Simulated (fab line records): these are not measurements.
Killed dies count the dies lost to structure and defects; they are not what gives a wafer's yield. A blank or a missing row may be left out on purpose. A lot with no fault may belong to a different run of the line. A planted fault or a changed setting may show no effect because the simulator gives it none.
Problem report, 8D (eight disciplines) form, completed by code + flow sky130 + the parts of the form that need people (team, actions taken, sign-off) are left out

## 1. PROBLEM STATEMENT
LDD_P_TW at SKY_LDD_P_TW_MEAS_11 reads a mean of 600 on 6 wafers of 2 lots; wafers without a fault read 627 with a standard deviation of 3.5. Relative to the usual mean, that is a shift of -7.8 standard deviations.
First seen on wafer L690.1, day 25 10:13, on film metro-04. The record holds 36 wafers of 12 lots with a number at this step. Rule for "out", or "out of limits": more than 4 standard deviations from the usual mean. Any other wafer with a number is counted as sound.

## 2. WHAT THIS IS AND IS NOT
| question                    | is                           | is not                                                                          |
|-----------------------------|------------------------------|---------------------------------------------------------------------------------|
| which readings at this step | LDD_P_TW                     | -                                                                               |
| which lots                  | L689, L690                   | L672, L674, L676, L677, L678, L679, L684, L691, L693, L694                      |
| which wafers of those lots  | all that have a number       | -                                                                               |
| read on which gauges        | film metro-02, film metro-04 | film metro-03                                                                   |
| when                        | from day 25 10:13            | up to then (21 sound wafers); but 9 sound wafers of L691, L693, L694 came after |

## 3. THE SUSPECTS, EACH WITH WHAT RULES IT OUT
Counting: a tool stays on the suspect list if, at a process step up to the reading, it processed all lots that are out and no sound lot following the first of them.
- ruled out: the gauge at SKY_LDD_P_TW_MEAS_11. Those wafers that are out were read across 2 gauges (film metro-02, film metro-04).
- implanter-02 at SKY_LDD_P_IMPLANT_09: kept. It ran every lot that is out, first L690 (day 25 09:58), and no sound lot after that; its last sound lot up to then is L677 (day 21 07:52).
The count leaves implanter-02 at SKY_LDD_P_IMPLANT_09.

## 4. THE CAUSE (what the simulator had put in)
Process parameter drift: implanter-02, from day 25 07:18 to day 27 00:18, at SKY_LDD_P_IMPLANT_09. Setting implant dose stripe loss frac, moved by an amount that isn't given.
The count eliminated every tool but this one.

## 5. THE CHAIN OF EFFECTS, in route order
Each row: a reading where the mean over the struck wafers with a number is more than 3 standard deviations away from the usual. Scope: only readings with a usual standard deviation given in the record; hours: median across lots of the time from each lot's start at the first step in this table that gives one to its start at this step; sigmas: change in usual standard deviations.
| hours | step                 | reading  | usual | on struck wafers | change | sigmas |
|-------|----------------------|----------|-------|------------------|--------|--------|
| 0     | SKY_LDD_P_TW_MEAS_11 | LDD_P_TW | 627   | 600              | -27    | -7.8   |

## 6. WHAT WOULD HAVE CAUGHT IT SOONER
The first out-of-limits reading at a measuring or inspecting step in this record came at day 25 10:13, 3 hours after the fault's start at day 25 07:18.
Of the tool readings at SKY_LDD_P_IMPLANT_09 for which the record gives a usual standard deviation, none was out on any struck wafer, so an alarm limit of 4 standard deviations on them would not have fired.
L689, from the lots that are out (2), started SKY_LDD_P_IMPLANT_09 on implanter-02 later than day 25 10:13. A hold on the tool at that time would have spared it.
